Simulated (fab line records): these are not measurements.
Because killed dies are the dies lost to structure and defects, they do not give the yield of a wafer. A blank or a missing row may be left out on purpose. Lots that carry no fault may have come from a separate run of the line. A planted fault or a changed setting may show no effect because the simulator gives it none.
Matching of chambers ; flow gf180mcu ; GF_HV_LDD_ETCHBACK_58 on rie diel-03 has 4 sister chambers
The step etches Si3N4 in CH3F/O2, stops on SiO2, time 100 s, target depth 90 nm. 7 wafers are shown with their chamber, then 7 later ones without.

WAFERS, EACH WITH ITS CHAMBER
wafer;chamber;drypump motor current A (A);throttle valve pct (%)
L490.2;0;6.1;10.561
L493.1;1;6.5;10.564
L493.5;2;5.0;10.572
L494.5;2;5.0;10.564
L494.6;1;6.4;10.574
L497.2;3;6.2;10.548
L497.4;3;6.2;10.560

WAFERS MISSING THEIR CHAMBER
wafer;drypump motor current A (A);throttle valve pct (%)
L497.5;6.5;10.554
L499.2;5.0;10.564
L499.4;6.2;10.560
L499.6;6.1;10.557
L503.4;6.2;10.566
L503.5;6.2;10.570
L503.6;6.0;10.560

CHAMBER TAKEN BY EACH
wafer;from the rows above;in truth
L497.5;1;1
L499.2;2;2
L499.4;can't be placed: 3 or 0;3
L499.6;can't be placed: 0 or 3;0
L503.4;can't be placed: 3 or 0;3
L503.5;can't be placed: 3 or 0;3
L503.6;0;0
Correctly placed: 3 of 7. Not placeable from these rows: 4 (in 4, the candidates include the true chamber). 0 placed wrongly.
How it was worked out, from the rows above alone: a wafer's distance from a chamber is the root of the sum, over the readings, of the square of ((its reading less the chamber's mean) divided by the reading's scatter). If the next closest chamber is less than 2 further off than the closest, the wafer can't be placed; otherwise it belongs to the closest. The mean given for a chamber averages the wafers shown for that chamber. The scatter: the root of (the sum of the squares of (reading less its chamber's mean) over the shown wafers, divided by (wafers less chambers)).
